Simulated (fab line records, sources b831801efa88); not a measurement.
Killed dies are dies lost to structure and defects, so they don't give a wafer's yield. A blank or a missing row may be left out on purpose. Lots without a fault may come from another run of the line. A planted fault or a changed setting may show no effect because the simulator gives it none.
A struck lot beside a sound one | flow sfq_line | 18 steps out of a route of 325
Sound: wafers L285.3, L285.5, L285.6. Struck: wafer L299.6. (L299.4 of the same lot was not struck and is left out.) The cause comes at the end.
At each step with rows: each side's tool, then ch and its chambers, then its first start. Under that, the readings that differ: sound wafers | struck wafers | difference of the means | sigmas: that difference in standard deviations of wafers without a fault.
alike: readings whose means differ by less than 2 such deviations, and words and numbers that are the same on both sides. not compared: withheld readings, readings that some wafer has no value for, bounds like >300 that may hide the same value, and numbers for which the record gives no deviation and whose values overlap.
The two part at a step that has a row with sigmas, a row that says differs or no value, or rows on one side only. Numbers that don't overlap but have no deviation are shown without sigmas and don't part them. A reading that every wafer of one side lacks parts them only if that side has two wafers or more.

first, 2 steps without rows for these wafers: SFQ_TRILAYER_R5_LITHO_PEB_139 (peb time 60 s); SFQ_TRILAYER_R5_LITHO_DEVELOP_138 (time 60 s).
SFQ_R5_OVL_MEAS_935:
  sound on overlay-02, day 58 11:56; struck on overlay-01, day 62 08:48
  alike: R5_OVL
SFQ_TRILAYER_R5_BARC_OPEN_METAL_ETCH_177: etches BARC in O2, target depth 125 nm, time 41.7 s.
  sound on rie_metal-01 ch 0,1, day 58 11:59; struck on rie_metal-02 ch 0, day 62 08:50
  alike: drypump_motor_current_A, oes_product_au
  not compared: rf_hours_counter_h
SFQ_TRILAYER_R5_ETCH_METAL_ETCH_139: etches the open film in Cl2, stops on SiO2, target depth 60 nm, time 40 s.
  sound on rie_metal-01 ch 0,1, day 58 12:02; struck on rie_metal-02 ch 0, day 62 08:53
  alike: drypump_motor_current_A, oes_product_au
  not compared: rf_hours_counter_h
SFQ_TRILAYER_R5_STRIP_STRIP_140: strips in O2.
  sound on rie_metal-01 ch 0,1, day 58 12:17; struck on rie_metal-02 ch 0, day 62 09:08
  alike: drypump_motor_current_A, oes_product_au
  not compared: rf_hours_counter_h
then, 1 step without rows for these wafers: SFQ_TRILAYER_R5_STRIP_SOLV_CLEAN_141 (cleans in NMP, time 600 s).
SFQ_TRILAYER_A5C_DEP_PECVD_142: deposits SiO2 from SiH4/N2O, time 15.556 s, target thk 70 nm.
  sound on pecvd-02 ch 0,1,2, day 58 12:52; struck on pecvd-02 ch 2, day 62 09:43
  alike: heater_power_w, throttle_valve_pct
then, 4 steps without rows for these wafers: SFQ_TRILAYER_I5_LITHO_COAT_149 (resist thk 62 nm); SFQ_TRILAYER_I5_LITHO_COAT_144 (resist thk 650 nm); SFQ_TRILAYER_I5_LITHO_SOFTBAKE_148; SFQ_TRILAYER_I5_LITHO_EXPOSE_145 (exposes mask I5, target cd 700 nm).
-- the record jumps here: 4 days lie between the struck wafers' starts before and after --
SFQ_TRILAYER_I5_LITHO_PEB_147: peb time 60 s.
  sound on litho_track-01 ch 0, day 63 16:00; struck on litho_track-01 ch 0, day 66 21:32
  reading                  | sound             | struck | difference | sigmas
  heater_power_total_W (W) | 79.19 79.13 79.20 | 80.81  | +1.64      | +23
  alike: resist_line_temp_C
then, 1 step without rows for these wafers: SFQ_TRILAYER_I5_LITHO_DEVELOP_146 (time 60 s).
SFQ_I5_OVL_MEAS_936:
  sound on overlay-02, day 63 16:16; struck on overlay-01, day 66 21:46
  alike: I5_OVL
SFQ_TRILAYER_I5_BARC_OPEN_VIA_ETCH_200: etches BARC in O2, target depth 125 nm, time 41.7 s.
  sound on rie_diel-04 ch 0,3, day 63 16:17; struck on rie_diel-04 ch 0, day 66 21:47
  reading             | sound             | struck | difference | sigmas
  model.I5.cd_nm (nm) | 698.2 697.8 699.3 | 691.9  | -6.5       |
  alike: drypump_motor_current_A, oes_product_au
  not compared: rf_hours_counter_h
SFQ_TRILAYER_I5_ETCH_VIA_ETCH_147: etches the open film in CHF3, stops on Nb, target depth 360 nm.
  sound on rie_diel-04 ch 0,3, day 63 16:19; struck on rie_diel-04 ch 0, day 66 21:50
  reading             | sound             | struck | difference | sigmas
  model.I5.cd_nm (nm) | 701.2 700.6 702.6 | 695.5  | -6.0       |
  alike: drypump_motor_current_A, oes_product_au
SFQ_TRILAYER_I5_STRIP_STRIP_148: strips in O2.
  sound on rie_metal-02 ch 0,1, day 63 16:40; struck on rie_metal-04 ch 0, day 66 22:11
  reading               | sound             | struck | difference | sigmas
  oes_product_au (a.u.) | 1.010 1.010 1.008 | 0.972  | -0.037     | -3
  alike: drypump_motor_current_A
  not compared: rf_hours_counter_h

WHERE THEY PART
First at SFQ_TRILAYER_I5_LITHO_PEB_147; last, within this record, at SFQ_TRILAYER_I5_STRIP_STRIP_148.

WHY: what the simulator had put in
Process parameter drift: litho_track-01, from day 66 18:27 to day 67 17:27, at SFQ_TRILAYER_I5_LITHO_PEB_147. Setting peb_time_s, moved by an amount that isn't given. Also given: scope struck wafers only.
